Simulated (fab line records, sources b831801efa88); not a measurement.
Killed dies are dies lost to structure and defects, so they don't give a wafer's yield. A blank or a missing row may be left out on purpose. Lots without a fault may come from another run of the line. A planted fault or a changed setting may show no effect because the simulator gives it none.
fab line records | flow sky130
record lots=5 wafers=15 last_day=50
route steps=708 shown POLY_GATE@225 LDD_N@237 LDD_P@255
lots that met no fault: from a run of the same line without faults
start_h: hours from the record's first day to the start of the lot's first wafer shown | wait_h: hours since the lot's step before | " the same as in the row above | L1.1+2: a row that stands for several wafers | - no value, or no start given | * or withheld: withheld | < > ~ a bound
route shown NAME@n: a module of which the file shows steps, and the number in the route of the first | usual: mean/standard deviation of fault-free wafers | same: alike in all rows | chamber/n: place in a boat | sites: the reading at each site | _std_site: their standard deviation | _edge_site: outer sites' mean less inner sites' | radius_mm: how far each site lies from the wafer's centre | mask NAME#n: copy n | behind: the tool/chamber that last shaped the wafer | hold: why the lot was held/for how many hours/how that ended | device: the transistor (n, p or np) that didn't switch | end of line: the same wafers' tests at the end of the route | a step without rows: its recipe alone | killed: dies lost to structure and defects at the first sort, not the wafer's yield | map: a wafer's dies, x killed, . not, _ none there
set.NAME: the setting as run; set.NAME@STEP: as run at that earlier step | model.NAME: the simulator's own value behind a step, which no gauge read
lots at some steps of the route; a table a step, a row a wafer
services: from which hour (start_h, from the record's first day; less than 0 if before it) a tool's chamber was out of use, for how many hours, and why
## steps
# step SKY_POLY_GATE_PEB_11
# recipe peb_temp_c=withheld peb_time_s=withheld resist=KrF-thick
# columns lot.wafer tool chamber start_h wait_h
L075.3+5+6 litho_track-02 0 - -
L078.2+4+5 litho_track-02 0 - -
L093.1+3+4 litho_track-04 0 - -
L094.2+3+5 litho_track-04 0 - -
L096.1+4+5 litho_track-02 0 - -
# step SKY_POLY_GATE_DEVELOP_12
# recipe develop_time_s=60 resist=KrF-thick dev_temp_c=21
# columns lot.wafer tool chamber start_h wait_h
L075.3+5+6 litho_track-02 0 - -
L078.2+4+5 litho_track-02 0 - -
L093.1+3+4 litho_track-04 0 - -
L094.2+3+5 litho_track-04 0 - -
L096.1+4+5 litho_track-02 0 - -
# step SKY_POLY_GATE_CD_MEAS_13
# recipe target_cd_nm=150
# usual cd_nm=149.5/1.1
# columns lot.wafer tool chamber start_h wait_h cd_nm
L075.3 cd_sem-01 - 377.28 - 149.0
L075.5 " - " " 150.7
L075.6 " - " " 149.7
L078.2 cd_sem-02 - 398.86 - 148.4
L078.4 " - " " 150.1
L078.5 " - " " 149.8
L093.1 cd_sem-01 - 533.84 - 149.7
L093.3 " - " " 149.0
L093.4 " - " " 150.1
L094.2 cd_sem-01 - 543.01 - 151.8
L094.3 " - " " 152.1
L094.5 " - " " 151.7
L096.1 cd_sem-02 - 561.21 - 149.8
L096.4 " - " " 147.6
L096.5 " - " " 146.6
# step SKY_POLY_GATE_OVL_MEAS_14
# usual POLY_GATE_OVL=-1/5.1
# columns lot.wafer tool chamber start_h wait_h POLY_GATE_OVL[nm]
L075.3 overlay-01 - 377.37 0.1 9
L075.5 " - " " 7
L075.6 " - " " 5
L078.2 overlay-01 - 398.96 0.1 -6
L078.4 " - " " -5
L078.5 " - " " -5
L093.1 overlay-02 - 533.96 0.1 -2
L093.3 " - " " -1
L093.4 " - " " 9
L094.2 overlay-02 - 543.12 0.1 -4
L094.3 " - " " -4
L094.5 " - " " -5
L096.1 overlay-01 - 561.33 0.1 -4
L096.4 " - " " 0
L096.5 " - " " 7
# step SKY_POLY_GATE_ETCH_15
# recipe chemistry=N2/H2 target=BARC ion_energy_ev=200 source_w=500 bias_w=100 pressure_mtorr=30 n2_flow_sccm=100 h2_flow_sccm=200 stop_on=SiO2 time_s=118.5 target_depth_a=1100
# usual drypump_motor_current_A=5.8/0.45 oes_product_au=0.716/0.0046 throttle_valve_pct=13.214/0.009
# columns lot.wafer tool chamber start_h wait_h drypump_motor_current_A oes_product_au rf_hours_counter_h throttle_valve_pct
L075.3 rie_diel-01 2 377.39 0.0 6.2 0.726 112 13.211
L075.5 " 1 " " 5.7 0.715 - 13.211
L075.6 " 0 " " 6.5 0.718 - 13.199
L078.2 rie_diel-04 1 398.99 0.0 5.9 0.718 27 13.203
L078.4 " 1 " " 5.9 0.721 - 13.226
L078.5 " 2 " " 5.4 0.720 - 13.227
L093.1 rie_diel-03 3 534.00 0.0 6.2 0.719 9 13.204
L093.3 " 2 " " 5.4 0.717 1 13.205
L093.4 " 1 " " 5.1 0.719 39 13.216
L094.2 rie_diel-03 3 543.15 0.0 6.2 0.712 9 13.216
L094.3 " 0 " " 6.2 0.709 13 13.209
L094.5 " 3 " " 6.2 0.716 - 13.207
L096.1 rie_diel-04 3 561.37 0.0 5.9 0.719 3 13.218
L096.4 " 0 " " 6.5 0.719 9 13.213
L096.5 " 2 " " 5.4 0.716 - 13.213
# step SKY_POLY_GATE_ETCH_16
# recipe stop_on=poly-Si chemistry=CH3F/O2 target=Si3N4 source_w=400 bias_w=80 pressure_mtorr=25 ch3f_flow_sccm=40 O2_flow_sccm=30 time_s=147.5 target_depth_a=750
# usual drypump_motor_current_A=5.8/0.45 oes_product_au=0.640/0.005 throttle_valve_pct=10.535/0.0096
# columns lot.wafer tool chamber start_h wait_h drypump_motor_current_A oes_product_au rf_hours_counter_h throttle_valve_pct
L075.3 rie_diel-01 2 377.48 0.0 6.2 0.640 112 10.514
L075.5 " 1 " " 5.6 0.641 - 10.513
L075.6 " 0 " " 6.5 0.642 - 10.538
L078.2 rie_diel-04 1 399.08 0.0 5.9 0.639 27 10.549
L078.4 " 1 " " 5.9 0.635 - 10.536
L078.5 " 2 " " 5.4 0.640 - 10.539
L093.1 rie_diel-03 3 534.08 0.0 6.2 0.658 9 10.549
L093.3 " 2 " " 5.4 0.645 1 10.534
L093.4 " 1 " " 5.1 0.645 39 10.538
L094.2 rie_diel-03 3 543.23 0.0 6.2 0.640 9 10.526
L094.3 " 0 " " 6.2 0.633 13 10.525
L094.5 " 3 " " 6.2 0.638 - 10.522
L096.1 rie_diel-04 3 561.45 0.0 5.8 0.643 3 10.541
L096.4 " 0 " " 6.5 0.643 9 10.520
L096.5 " 2 " " 5.4 0.643 - 10.536
# step SKY_POLY_GATE_ETCH_17
# recipe target_depth_nm=180 stop_on=SiO2 over_etch_frac=0.56667 chemistry=HBr/Cl2 target=poly-Si icp_w=400 bias_w=100 pressure_mtorr=10 HBr_flow_sccm=150 Cl2_flow_sccm=50 time_s=70.5
# usual drypump_motor_current_A=5.7/0.44 oes_product_au=0.988/0.0078 throttle_valve_pct=33.685/0.0089
# same over_etch_frac=0.56667
# columns lot.wafer tool chamber start_h wait_h drypump_motor_current_A oes_product_au rf_hours_counter_h throttle_valve_pct
L075.3 rie_si-02 3 377.57 0.0 5.7 0.988 56 33.682
L075.5 " 3 " " 5.7 0.987 - 33.687
L075.6 " 2 " " 6.5 0.973 - 33.689
L078.2 rie_si-02 0 399.17 0.0 5.9 0.995 4 33.684
L078.4 " 3 " " 5.7 0.987 56 33.689
L078.5 " 1 " " 5.7 1.006 - 33.677
L093.1 rie_si-02 1 534.18 0.0 5.7 1.001 2 33.699
L093.3 " 2 " " 6.4 0.979 5 33.676
L093.4 " 0 " " 5.9 0.991 5 33.692
L094.2 rie_si-01 3 543.33 0.0 5.0 0.995 4 33.679
L094.3 " 1 " " 5.7 0.991 2 33.678
L094.5 " 0 " " 5.2 0.981 - 33.676
L096.1 rie_si-01 2 561.55 0.0 6.2 0.986 6 33.691
L096.4 " 3 " " 5.0 0.998 4 33.688
L096.5 " 1 " " 5.7 0.997 - 33.688
# step SKY_POLY_GATE_STRIP_18
# recipe chemistry=O2/N2 power_w=1400 pressure_mtorr=1500 platen_temp_c=withheld o2_flow_sccm=3000 n2_flow_sccm=300 overash_fraction=0.5
# usual drypump_motor_current_A=5.7/0.35 oes_product_au=0.360/0.0045 strip_time_to_endpoint_s=3.15/0.046
# columns lot.wafer tool chamber start_h wait_h drypump_motor_current_A oes_product_au rf_hours_counter_h strip_time_to_endpoint_s
L075.3 plasma_asher-01 0 377.66 0.1 5.9 0.359 - 3.14
L075.5 " 0 " " 5.9 0.361 - 3.17
L075.6 " 1 " " 5.3 0.365 - 3.18
L078.2 plasma_asher-03 0 399.23 0.0 5.5 0.355 53 3.12
L078.4 " 0 " " 5.5 0.358 - 3.13
L078.5 " 0 " " 5.5 0.362 - 3.12
L093.1 plasma_asher-03 1 534.23 0.0 6.4 0.355 66 3.11
L093.3 " 1 " " 6.4 0.359 - 3.13
L093.4 " 0 " " 5.5 0.355 - 3.14
L094.2 plasma_asher-03 1 543.38 0.0 6.4 0.360 67 3.07
L094.3 " 0 " " 5.5 0.364 - 3.14
L094.5 " 1 " " 6.4 0.364 - 3.11
L096.1 plasma_asher-04 0 561.60 0.0 5.6 0.356 46 3.17
L096.4 " 1 " " 5.5 0.365 - 3.11
L096.5 " 0 " " 5.6 0.362 - 3.18
# step SKY_POLY_GATE_CLEAN_19
# recipe chemistry=SC1/SC2 mix=1:4:20 temp_c=70 time_s=150 dry=n2_spin
# usual temp_c=70.03/0.12
# columns lot.wafer tool chamber start_h wait_h temp_c
L075.3 wet_bench-04 3 377.73 0.0 69.87
L075.5 " 3 " " 69.83
L075.6 " 3 " " 69.83
L078.2 wet_bench-04 3 399.33 0.1 70.22
L078.4 " 3 " " 69.82
L078.5 " 3 " " 69.99
L093.1 wet_bench-03 1 534.33 0.1 69.97
L093.3 " 1 " " 69.77
L093.4 " 1 " " 69.97
L094.2 wet_bench-04 2 543.48 0.1 70.11
L094.3 " 2 " " 70.22
L094.5 " 2 " " 70.09
L096.1 wet_bench-03 3 561.70 0.1 70.22
L096.4 " 3 " " 70.12
L096.5 " 3 " " 70.13
# step SKY_POLY_GATE_OXIDATION_20
# recipe temp_c=850 ambient=O2 stabilise_s=600 purge_s=300 target_thk_a=40 ox_time_s=899
# usual spike_tc_lower_C=850.1/1.4 tube_center_temp_C=850/0.077
# same stabilise_s=600
# columns lot.wafer tool chamber start_h wait_h spike_tc_lower_C tube_center_temp_C
L075.3 furnace-02 0 379.46 1.7 850.3 849.95
L075.5 " 0 " " 848.1 850.03
L075.6 " 0 " " 849.6 850.05
L078.2 furnace-01 0 399.61 0.2 850.8 849.89
L078.4 " 0 " " 849.5 850.08
L078.5 " 0 " " 852.5 849.97
L093.1 furnace-01 0 534.38 0.0 851.3 850.06
L093.3 " 0 " " 852.0 850.06
L093.4 " 0 " " 850.4 850.06
L094.2 furnace-01 0 543.54 0.0 851.3 849.99
L094.3 " 0 " " 850.5 849.97
L094.5 " 0 " " 851.4 850.13
L096.1 furnace-02 0 561.75 0.0 849.7 850.12
L096.4 " 0 " " 847.9 849.86
L096.5 " 0 " " 849.9 850.01
# step SKY_POLY_GATE_THK_MEAS_21
# recipe reads=SiO2_of_POLY_GATE_OXIDATION_20
# usual POLY_GATE_OXIDATION_THK=3.97/0.071
# columns lot.wafer tool chamber start_h wait_h POLY_GATE_OXIDATION_THK[nm]
L075.3 film_metro-03 - 380.73 0.0 3.96
L075.5 " - " " 3.97
L075.6 " - " " 3.92
L078.2 film_metro-03 - 400.87 0.0 4.01
L078.4 " - " " 4.04
L078.5 " - " " 4.05
L093.1 film_metro-03 - 535.63 0.0 3.97
L093.3 " - " " 3.99
L093.4 " - " " 3.96
L094.2 film_metro-04 - 544.80 0.0 3.87
L094.3 " - " " 3.90
L094.5 " - " " 3.87
L096.1 film_metro-04 - 563.00 0.0 3.89
L096.4 " - " " 3.88
L096.5 " - " " 3.95
# step SKY_POLY_GATE_CD_MEAS_22
# usual cd_nm=150.1/2.5
# columns lot.wafer tool chamber start_h wait_h cd_nm
L075.3 cd_sem-02 - 380.83 0.1 151.5
L075.5 " - " " 150.2
L075.6 " - " " 151.5
L078.2 cd_sem-02 - 400.94 0.1 148.5
L078.4 " - " " 148.6
L078.5 " - " " 150.0
L093.1 cd_sem-01 - 535.69 0.1 152.8
L093.3 " - " " 150.1
L093.4 " - " " 151.3
L094.2 cd_sem-01 - 544.88 0.1 154.3
L094.3 " - " " 152.0
L094.5 " - " " 153.8
L096.1 cd_sem-02 - 563.06 0.1 148.1
L096.4 " - " " 150.9
L096.5 " - " " 147.5
# step SKY_LDD_N_DEHYDRATE_00
# recipe temp_c=200 time_s=60
# columns lot.wafer tool chamber start_h wait_h
L075.3+5+6 litho_track-03 0 395.09 14.2
L078.2+4+5 litho_track-01 0 415.50 14.5
L093.1+3+4 litho_track-03 0 550.44 14.7
L094.2+3+5 litho_track-02 0 559.61 14.7
L096.1+4+5 litho_track-01 0 577.52 14.4
# step SKY_LDD_N_HMDS_01
# recipe prime_time_s=60 prime_temp_c=120
# columns lot.wafer tool chamber start_h wait_h
L075.3+5+6 litho_track-03 0 395.24 0.1
L078.2+4+5 litho_track-01 0 415.65 0.1
L093.1+3+4 litho_track-03 0 550.59 0.1
L094.2+3+5 litho_track-02 0 559.76 0.1
L096.1+4+5 litho_track-01 0 577.67 0.1
# step SKY_LDD_N_COAT_02
# recipe resist=NOVOLAK spin_rpm=3000 resist_thk_nm=300
# columns lot.wafer tool chamber start_h wait_h
L075.3+5+6 litho_track-03 0 395.39 0.1
L078.2+4+5 litho_track-01 0 415.80 0.1
L093.1+3+4 litho_track-03 0 550.74 0.1
L094.2+3+5 litho_track-02 0 559.91 0.1
L096.1+4+5 litho_track-01 0 577.82 0.1
# step SKY_LDD_N_SOFTBAKE_03
# recipe temp_c=90 time_s=60 resist=NOVOLAK
# columns lot.wafer tool chamber start_h wait_h
L075.3+5+6 litho_track-03 0 395.54 0.1
L078.2+4+5 litho_track-01 0 415.95 0.1
L093.1+3+4 litho_track-03 0 550.89 0.1
L094.2+3+5 litho_track-02 0 560.06 0.1
L096.1+4+5 litho_track-01 0 577.97 0.1
# step SKY_LDD_N_EXPOSE_04
# recipe mask_id=NTM target_cd_nm=840 na=0.6 source_shape=conventional sigma_outer=0.6 dose_mj=110
# columns lot.wafer tool chamber start_h wait_h mask
L075.3+5+6 iline_stepper-01 0 - - NTM#0
L078.2+4+5 iline_stepper-01 0 - - NTM#0
L093.1+3+4 iline_stepper-01 0 - - NTM#0
L094.2+3+5 iline_stepper-02 0 - - NTM#0
L096.1+4+5 iline_stepper-02 0 - - NTM#0
# step SKY_LDD_N_PEB_05
# recipe temp_c=withheld time_s=* resist=NOVOLAK
# columns lot.wafer tool chamber start_h wait_h
L075.3+5+6 litho_track-01 0 - -
L078.2+4+5 litho_track-01 0 - -
L093.1+3+4 litho_track-01 0 - -
L094.2+3+5 litho_track-03 0 - -
L096.1+4+5 litho_track-01 0 - -
# step SKY_LDD_N_DEVELOP_06
# recipe develop_time_s=60 dev_temp_c=23
# columns lot.wafer tool chamber start_h wait_h
L075.3+5+6 litho_track-01 0 410.17 0.1
L078.2+4+5 litho_track-01 0 431.15 0.1
L093.1+3+4 litho_track-01 0 565.07 0.1
L094.2+3+5 litho_track-03 0 574.22 0.1
L096.1+4+5 litho_track-01 0 592.32 0.1
# step SKY_LDD_N_OVL_MEAS_07
# usual LDD_N_OVL=1.2/1.4
# columns lot.wafer tool chamber start_h wait_h LDD_N_OVL[nm]
L075.3 overlay-02 - 410.28 0.1 2.7
L075.5 " - " " 0.1
L075.6 " - " " 1.3
L078.2 overlay-01 - 431.28 0.1 0.3
L078.4 " - " " 1.9
L078.5 " - " " 0.3
L093.1 overlay-01 - 565.22 0.1 2.5
L093.3 " - " " 0.9
L093.4 " - " " -0.6
L094.2 overlay-01 - 574.35 0.1 0.5
L094.3 " - " " 0.7
L094.5 " - " " 0.3
L096.1 overlay-02 - 592.47 0.1 0.8
L096.4 " - " " 0.2
L096.5 " - " " 1.3
# step SKY_LDD_N_IMPLANT_08
# recipe species=As energy_kev=20 dose_cm2=7.5e+13 tilt_deg=withheld rotation_deg=23
# usual beam_energy_keV=19.999/0.0055
# columns lot.wafer tool chamber start_h wait_h beam_energy_keV
L075.3 implanter-02 0 410.36 0.1 19.997
L075.5 " 0 " " 19.990
L075.6 " 0 " " 19.991
L078.2 implanter-01 0 431.33 0.0 19.987
L078.4 " 0 " " 19.994
L078.5 " 0 " " 19.993
L093.1 implanter-02 0 565.26 0.0 19.993
L093.3 " 0 " " 19.986
L093.4 " 0 " " 19.999
L094.2 implanter-03 0 574.40 0.0 20.000
L094.3 " 0 " " 19.988
L094.5 " 0 " " 19.998
L096.1 implanter-01 0 592.51 0.0 19.985
L096.4 " 0 " " 19.994
L096.5 " 0 " " 19.993
# step SKY_LDD_N_IMPLANT_09
# recipe species=As energy_kev=20 dose_cm2=7.5e+13 tilt_deg=withheld rotation_deg=113
# usual beam_energy_keV=20.000/0.006
# columns lot.wafer tool chamber start_h wait_h beam_energy_keV
L075.3 implanter-02 0 410.51 0.1 19.994
L075.5 " 0 " " 20.001
L075.6 " 0 " " 20.004
L078.2 implanter-01 0 431.48 0.1 19.993
L078.4 " 0 " " 19.994
L078.5 " 0 " " 19.998
L093.1 implanter-02 0 565.56 0.2 20.003
L093.3 " 0 " " 19.995
L093.4 " 0 " " 19.999
L094.2 implanter-03 0 574.55 0.1 19.990
L094.3 " 0 " " 19.992
L094.5 " 0 " " 19.988
L096.1 implanter-01 0 592.66 0.1 20.007
L096.4 " 0 " " 19.997
L096.5 " 0 " " 20.006
# step SKY_LDD_N_IMPLANT_10
# recipe species=As energy_kev=20 dose_cm2=7.5e+13 tilt_deg=withheld rotation_deg=203
# usual beam_energy_keV=20.000/0.0066
# columns lot.wafer tool chamber start_h wait_h beam_energy_keV
L075.3 implanter-02 0 410.66 0.1 20.007
L075.5 " 0 " " 20.001
L075.6 " 0 " " 19.996
L078.2 implanter-01 0 431.63 0.1 20.001
L078.4 " 0 " " 20.007
L078.5 " 0 " " 20.007
L093.1 implanter-02 0 565.86 0.2 19.999
L093.3 " 0 " " 19.991
L093.4 " 0 " " 19.992
L094.2 implanter-03 0 574.70 0.1 20.001
L094.3 " 0 " " 19.996
L094.5 " 0 " " 20.002
L096.1 implanter-01 0 592.81 0.1 19.995
L096.4 " 0 " " 19.995
L096.5 " 0 " " 20.003
# step SKY_LDD_N_IMPLANT_11
# recipe species=As energy_kev=20 dose_cm2=7.5e+13 tilt_deg=withheld rotation_deg=293
# usual beam_energy_keV=20.001/0.0059
# columns lot.wafer tool chamber start_h wait_h beam_energy_keV
L075.3 implanter-02 0 410.81 0.1 19.995
L075.5 " 0 " " 19.995
L075.6 " 0 " " 19.994
L078.2 implanter-01 0 431.78 0.1 20.000
L078.4 " 0 " " 19.998
L078.5 " 0 " " 19.997
L093.1 implanter-02 0 566.16 0.2 19.995
L093.3 " 0 " " 20.001
L093.4 " 0 " " 20.004
L094.2 implanter-03 0 574.85 0.1 20.005
L094.3 " 0 " " 20.000
L094.5 " 0 " " 20.004
L096.1 implanter-01 0 592.96 0.1 19.993
L096.4 " 0 " " 19.998
L096.5 " 0 " " 19.999
# step SKY_LDD_N_IMPLANT_12
# recipe species=BF2 energy_kev=50 dose_cm2=5e+12 tilt_deg=30 rotation_deg=0
# usual beam_energy_keV=49.998/0.016
# columns lot.wafer tool chamber start_h wait_h beam_energy_keV
L075.3 implanter-02 0 410.96 0.1 49.988
L075.5 " 0 " " 49.990
L075.6 " 0 " " 50.007
L078.2 implanter-01 0 431.93 0.1 50.010
L078.4 " 0 " " 49.984
L078.5 " 0 " " 49.996
L093.1 implanter-02 0 566.46 0.2 50.011
L093.3 " 0 " " 50.001
L093.4 " 0 " " 50.046
L094.2 implanter-03 0 575.00 0.1 49.992
L094.3 " 0 " " 49.989
L094.5 " 0 " " 49.994
L096.1 implanter-01 0 593.11 0.1 50.008
L096.4 " 0 " " 49.997
L096.5 " 0 " " 49.999
# step SKY_LDD_N_IMPLANT_13
# recipe species=BF2 energy_kev=50 dose_cm2=5e+12 tilt_deg=30 rotation_deg=90
# usual beam_energy_keV=49.998/0.016
# columns lot.wafer tool chamber start_h wait_h beam_energy_keV
L075.3 implanter-02 0 411.11 0.1 49.986
L075.5 " 0 " " 49.998
L075.6 " 0 " " 49.968
L078.2 implanter-01 0 432.08 0.1 50.006
L078.4 " 0 " " 49.994
L078.5 " 0 " " 50.006
L093.1 implanter-02 0 566.76 0.2 49.993
L093.3 " 0 " " 49.993
L093.4 " 0 " " 50.011
L094.2 implanter-03 0 575.15 0.1 50.008
L094.3 " 0 " " 49.995
L094.5 " 0 " " 50.009
L096.1 implanter-01 0 593.26 0.1 49.983
L096.4 " 0 " " 50.012
L096.5 " 0 " " 50.016
# step SKY_LDD_N_IMPLANT_14
# recipe species=BF2 energy_kev=50 dose_cm2=5e+12 tilt_deg=30 rotation_deg=180
# usual beam_energy_keV=49.999/0.016
# columns lot.wafer tool chamber start_h wait_h beam_energy_keV
L075.3 implanter-02 0 411.26 0.1 49.994
L075.5 " 0 " " 50.002
L075.6 " 0 " " 49.989
L078.2 implanter-01 0 432.23 0.1 50.016
L078.4 " 0 " " 50.019
L078.5 " 0 " " 49.997
L093.1 implanter-02 0 567.06 0.2 50.010
L093.3 " 0 " " 50.004
L093.4 " 0 " " 49.988
L094.2 implanter-03 0 575.30 0.1 50.004
L094.3 " 0 " " 50.022
L094.5 " 0 " " 50.004
L096.1 implanter-01 0 593.41 0.1 49.969
L096.4 " 0 " " 50.002
L096.5 " 0 " " 49.982
# step SKY_LDD_N_IMPLANT_15
# recipe species=BF2 energy_kev=50 dose_cm2=5e+12 tilt_deg=30 rotation_deg=270
# usual beam_energy_keV=49.999/0.017
# columns lot.wafer tool chamber start_h wait_h beam_energy_keV
L075.3 implanter-02 0 411.41 0.1 49.976
L075.5 " 0 " " 49.981
L075.6 " 0 " " 49.972
L078.2 implanter-01 0 432.38 0.1 49.990
L078.4 " 0 " " 49.973
L078.5 " 0 " " 49.997
L093.1 implanter-02 0 567.36 0.2 50.005
L093.3 " 0 " " 50.008
L093.4 " 0 " " 50.010
L094.2 implanter-03 0 575.45 0.1 50.037
L094.3 " 0 " " 50.008
L094.5 " 0 " " 50.033
L096.1 implanter-01 0 593.56 0.1 49.984
L096.4 " 0 " " 49.970
L096.5 " 0 " " 49.974
# step SKY_LDD_N_STRIP_16
# recipe chemistry=O2/N2 power_w=1400 pressure_mtorr=1500 platen_temp_c=withheld o2_flow_sccm=3000 n2_flow_sccm=300 overash_fraction=0.5
# usual drypump_motor_current_A=5.40/0.29 oes_product_au=0.406/0.0043 strip_time_to_endpoint_s=4.313/0.015
# columns lot.wafer tool chamber start_h wait_h drypump_motor_current_A oes_product_au rf_hours_counter_h strip_time_to_endpoint_s
L075.3 plasma_asher-04 1 411.54 0.1 5.51 0.403 - 4.297
L075.5 " 0 " " 5.56 0.404 - 4.300
L075.6 " 1 " " 5.53 0.405 - 4.312
L078.2 plasma_asher-04 0 432.51 0.1 5.56 0.416 33 4.303
L078.4 " 0 " " 5.54 0.412 - 4.314
L078.5 " 0 " " 5.57 0.414 - 4.300
L093.1 plasma_asher-01 1 567.66 0.2 5.38 0.408 85 4.300
L093.3 " 1 " " 5.38 0.403 - 4.310
L093.4 " 0 " " 5.90 0.403 - 4.306
L094.2 plasma_asher-04 0 575.58 0.1 5.54 0.405 48 4.306
L094.3 " 0 " " 5.56 0.413 - 4.302
L094.5 " 1 " " 5.53 0.410 - 4.328
L096.1 plasma_asher-01 1 593.71 0.1 5.36 0.402 88 4.295
L096.4 " 0 " " 5.91 0.418 - 4.302
L096.5 " 1 " " 5.36 0.408 - 4.285
# step SKY_LDD_N_TW_MEAS_17
# usual LDD_N_TW=2577/16
# columns lot.wafer tool chamber start_h wait_h LDD_N_TW
L075.3 film_metro-04 - 411.63 0.1 2594
L075.5 " - " " 2583
L075.6 " - " " 2599
L078.2 film_metro-04 - 432.62 0.1 2585
L078.4 " - " " 2593
L078.5 " - " " 2599
L093.1 film_metro-01 - 567.76 0.1 2559
L093.3 " - " " 2563
L093.4 " - " " 2573
L094.2 film_metro-04 - 575.69 0.1 2579
L094.3 " - " " 2572
L094.5 " - " " 2579
L096.1 film_metro-01 - 593.81 0.1 2568
L096.4 " - " " 2566
L096.5 " - " " 2571
# step SKY_LDD_P_DEHYDRATE_00
# recipe temp_c=200 time_s=60
# columns lot.wafer tool chamber start_h wait_h
L075.3+5+6 litho_track-03 0 425.74 14.1
L078.2+4+5 litho_track-03 0 447.27 14.6
L093.1+3+4 litho_track-04 0 581.64 13.9
L094.2+3+5 litho_track-03 0 589.86 14.2
L096.1+4+5 litho_track-03 0 607.89 14.1
# step SKY_LDD_P_HMDS_01
# recipe prime_time_s=60 prime_temp_c=120
# columns lot.wafer tool chamber start_h wait_h
L075.3+5+6 litho_track-03 0 425.89 0.1
L078.2+4+5 litho_track-03 0 447.42 0.1
L093.1+3+4 litho_track-04 0 581.79 0.1
L094.2+3+5 litho_track-03 0 590.01 0.1
L096.1+4+5 litho_track-03 0 608.04 0.1
# step SKY_LDD_P_COAT_02
# recipe resist=NOVOLAK spin_rpm=3000 resist_thk_nm=1140
# columns lot.wafer tool chamber start_h wait_h
L075.3+5+6 litho_track-03 0 426.04 0.1
L078.2+4+5 litho_track-03 0 447.57 0.1
L093.1+3+4 litho_track-04 0 581.94 0.1
L094.2+3+5 litho_track-03 0 590.16 0.1
L096.1+4+5 litho_track-03 0 608.19 0.1
# step SKY_LDD_P_SOFTBAKE_03
# recipe temp_c=90 time_s=60 resist=NOVOLAK
# columns lot.wafer tool chamber start_h wait_h
L075.3+5+6 litho_track-03 0 426.19 0.1
L078.2+4+5 litho_track-03 0 447.72 0.1
L093.1+3+4 litho_track-04 0 582.09 0.1
L094.2+3+5 litho_track-03 0 590.31 0.1
L096.1+4+5 litho_track-03 0 608.34 0.1
# step SKY_LDD_P_EXPOSE_04
# recipe mask_id=PSDM na=0.6 source_shape=conventional sigma_outer=0.6 polarization=unpolarized target_cd_nm=380 dose_mj=138
# columns lot.wafer tool chamber start_h wait_h mask
L075.3+5+6 iline_stepper-02 0 - - PSDM#0
L078.2+4+5 iline_stepper-02 0 - - PSDM#0
L093.1+3+4 iline_stepper-01 0 - - PSDM#0
L094.2+3+5 iline_stepper-02 0 - - PSDM#0
L096.1+4+5 iline_stepper-02 0 - - PSDM#0
# step SKY_LDD_P_PEB_05
# recipe temp_c=withheld time_s=* resist=NOVOLAK
# columns lot.wafer tool chamber start_h wait_h
L075.3+5+6 litho_track-02 0 - -
L078.2+4+5 litho_track-04 0 - -
L093.1+3+4 litho_track-04 0 - -
L094.2+3+5 litho_track-02 0 - -
L096.1+4+5 litho_track-04 0 - -
# step SKY_LDD_P_DEVELOP_06
# recipe resist=NOVOLAK developer=TMAH develop_time_s=60 dev_temp_c=23
# columns lot.wafer tool chamber start_h wait_h
L075.3+5+6 litho_track-02 0 441.09 0.1
L078.2+4+5 litho_track-04 0 463.47 0.1
L093.1+3+4 litho_track-04 0 596.04 0.1
L094.2+3+5 litho_track-02 0 604.66 0.1
L096.1+4+5 litho_track-04 0 622.49 0.1
# step SKY_LDD_P_CD_MEAS_07
# recipe target_cd_nm=380
# usual cd_nm=379.3/2.6
# columns lot.wafer tool chamber start_h wait_h cd_nm
L075.3 cd_sem-01 - 441.23 0.1 380.9
L075.5 " - " " 379.1
L075.6 " - " " 379.6
L078.2 cd_sem-02 - 463.61 0.1 385.8
L078.4 " - " " 386.0
L078.5 " - " " 385.5
L093.1 cd_sem-02 - 596.19 0.1 381.3
L093.3 " - " " 379.7
L093.4 " - " " 381.4
L094.2 cd_sem-02 - 604.81 0.1 378.5
L094.3 " - " " 373.9
L094.5 " - " " 376.4
L096.1 cd_sem-01 - 622.64 0.1 377.9
L096.4 " - " " 378.7
L096.5 " - " " 377.2
# step SKY_LDD_P_OVL_MEAS_08
# usual LDD_P_OVL=-0.1/1.1
# columns lot.wafer tool chamber start_h wait_h LDD_P_OVL[nm]
L075.3 overlay-01 - 441.32 0.1 -1.4
L075.5 " - " " -0.6
L075.6 " - " " -1.0
L078.2 overlay-02 - 463.72 0.1 0.6
L078.4 " - " " 1.4
L078.5 " - " " -0.6
L093.1 overlay-02 - 596.31 0.1 -1.0
L093.3 " - " " -1.6
L093.4 " - " " 0.5
L094.2 overlay-01 - 604.91 0.1 0.1
L094.3 " - " " -0.4
L094.5 " - " " -1.3
L096.1 overlay-01 - 622.76 0.1 -1.9
L096.4 " - " " 0.1
L096.5 " - " " -0.8
# step SKY_LDD_P_IMPLANT_09
# recipe species=BF2 energy_kev=25 dose_cm2=1e+13 tilt_deg=withheld
# usual beam_energy_keV=25.001/0.0073
# columns lot.wafer tool chamber start_h wait_h beam_energy_keV
L075.3 implanter-04 0 441.39 0.1 25.007
L075.5 " 0 " " 24.997
L075.6 " 0 " " 24.992
L078.2 implanter-03 0 463.77 0.0 25.011
L078.4 " 0 " " 24.999
L078.5 " 0 " " 25.004
L093.1 implanter-04 0 596.35 0.0 25.003
L093.3 " 0 " " 25.006
L093.4 " 0 " " 24.983
L094.2 implanter-03 0 604.97 0.0 25.013
L094.3 " 0 " " 25.018
L094.5 " 0 " " 25.006
L096.1 implanter-04 0 622.80 0.0 24.998
L096.4 " 0 " " 24.990
L096.5 " 0 " " 25.013
## services
# columns tool chamber start_h hours kind
rie_diel-04 2 372.59 10.7 repair
implanter-04 - 373.10 4.0 repair
plasma_asher-03 - 377.40 2.6 repair
iline_stepper-01 - 400.44 3.6 repair
rie_diel-04 2 405.22 3.8 repair
implanter-02 - 425.52 8.0 repair
implanter-03 - 425.61 6.2 pm
implanter-02 - 440.94 13.3 pm
implanter-01 - 444.19 4.8 pm
implanter-03 - 448.95 4.5 pm
implanter-02 - 473.96 2.7 repair
iline_stepper-01 - 483.94 1.7 pm
iline_stepper-01 - 503.62 5.8 repair
rie_diel-03 1 507.04 13.8 repair
iline_stepper-02 - 509.43 2.1 pm
rie_diel-04 2 511.70 2.6 repair
implanter-01 - 514.82 0.7 repair
rie_diel-04 0 529.25 2.8 repair
iline_stepper-02 - 534.02 1.7 pm
plasma_asher-04 - 555.18 3.9 repair
plasma_asher-04 - 556.25 0.7 repair
iline_stepper-01 - 556.60 3.8 repair
implanter-02 - 578.65 6.3 repair
implanter-03 - 596.30 4.3 repair
## key
fault none
